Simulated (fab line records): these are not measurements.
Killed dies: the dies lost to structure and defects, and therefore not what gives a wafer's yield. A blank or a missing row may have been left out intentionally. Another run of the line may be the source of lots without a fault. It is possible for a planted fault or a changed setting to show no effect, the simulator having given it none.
A lot that was struck, set against a sound lot :: flow gf180mcu :: 17 steps out of a route of 602
Sound: these wafers, L931.1, L931.4, L931.6. Struck: wafer L939.2 (left out: L939.1, L939.3 of the same lot, which were not struck); the cause appears at the end.
Each step with rows lists, per side, the tool, then ch with its chambers, then its first start. Under that, the readings that differ: sound wafers :: struck wafers :: difference of the means :: sigmas: that difference in standard deviations of wafers without a fault.
alike: same words and numbers on both sides, and readings whose means sit less than 2 such deviations apart. not compared: any withheld reading, any reading some wafer has no value for, any bound like >300 that may hide the same value, and any number with overlapping values for which the record gives no deviation.
Wherever a step has rows on one side only, a row that says differs or no value, or a row with sigmas, the two part there. Numbers that don't overlap but have no deviation are shown without sigmas and don't part them. A reading missing from all wafers of one side parts the sides only when that side holds two or more wafers.

first, 3 steps without rows for these wafers: GF_V3_EXPOSE_11 (exposes mask Via3, target cd 260 nm); GF_V3_PEB_12 (peb time 90 s); GF_V3_DEVELOP_13 (develop time 60 s).
GF_V3_CD_MEAS_14: the cd target is 260 nm.
  sound: cdSem-02 at day 22 02:54; struck: cdSem-01 at day 25 03:42
reading: cdNm (nm)
sound: 261.8 261.3 262.5
struck: 257.9
difference: -4.0
sigmas: -3
GF_V3_OVL_MEAS_15:
  sound: overlay-02 at day 22 03:01; struck: overlay-02 at day 25 03:49
reading: V3_OVL (nm)
sound: 2 2 5
struck: -10
difference: -13
sigmas: -3
then, 1 step without rows for these wafers: GF_V3_ETCH_16 (etches BARC in N2/H2).
GF_V3_ETCH_17: etches SiO2 in C4F8/O2/Ar, stops on TiN, target depth 635 nm.
  sound on rieDiel-03 ch 0,1; struck on rieDiel-03 ch 0
  alike: oesProductAu
GF_V3_STRIP_18: strips in O2/N2.
  sound on plasmaAsher-02 ch 1, day 22 03:11; struck on plasmaAsher-03 ch 1, day 25 03:59
reading: drypumpMotorCurrentA (A)
sound: 4.9 4.9 4.9
struck: 5.9
difference: +1.0
sigmas: +2
  alike: heaterPowerW, oesProductAu, platenTempC
  not compared: rfHoursCounterH
then, 2 steps without rows for these wafers: GF_V3_STRIP_19 (strips in post etch residue remover, time 1200 s); GF_V3_CLEAN_20 (cleans in DIW).
GF_V3_SPUTTER_21: material Ti, target thk 15 nm, time 80.02 s.
  sound: pvdSputter-02 at day 22 03:43; struck: pvdSputter-04 at day 25 04:33
  alike: throttleValvePct
GF_V3_SPUTTER_22: material TiN, target thk 10 nm, time 40 s.
  sound: pvdSputter-02 at day 22 03:47; struck: pvdSputter-04 at day 25 04:37
  alike: throttleValvePct
GF_V3_CVD_23: deposits W, target thk 350 nm, time 104.9 s.
  sound on cvdW-01 ch 0, day 22 03:49; struck on cvdW-01 ch 0, day 25 04:39
reading: model.W_of_V3_CVD_23.thkNm (nm)
sound: 345.5 348.1 346.3
struck: 491.9
difference: +145.3
sigmas: 
  alike: heaterPowerW
GF_V3_RS_MEAS_24: a four-point-probe measurement.
  sound: filmMetro-02 at day 22 03:56; struck: filmMetro-04 at day 25 04:46
reading: V3_W_RS (ohm/sq)
sound: 0.331 0.328 0.330
struck: 0.232
difference: -0.098
sigmas: -27
GF_V3_THK_MEAS_25: measures by xrf.
  sound: filmMetro-02 at day 22 04:04; struck: filmMetro-04 at day 25 04:53
reading: V3_W_THK (nm)
sound: 348 349 348
struck: 482
difference: +134
sigmas: +30
GF_V3_CMP_26: polishes, stops on SiO2, t overpolish 15 s, target thk 0 nm.
  sound on cmp-01 ch 2,3, day 22 04:10; struck on cmp-02 ch 0, day 25 04:56
reading: timeToEndpointS (s)
sound: 81 85 84
struck: 116
difference: +33
sigmas: +9
  alike: headPressurePsi, motorCurrentA
GF_M4_SPUTTER_00: material Ti, target thk 37.5 nm, time 150 s.
  sound: pvdSputter-03 at day 22 04:25; struck: pvdSputter-02 at day 25 05:14
  alike: throttleValvePct

WHERE THEY PART
Earliest at GF_V3_CD_MEAS_14; latest, in this record, at GF_V3_CMP_26. Later steps at which nothing parts them and some readings are alike: GF_M4_SPUTTER_00.

WHY: what had been put in by the simulator
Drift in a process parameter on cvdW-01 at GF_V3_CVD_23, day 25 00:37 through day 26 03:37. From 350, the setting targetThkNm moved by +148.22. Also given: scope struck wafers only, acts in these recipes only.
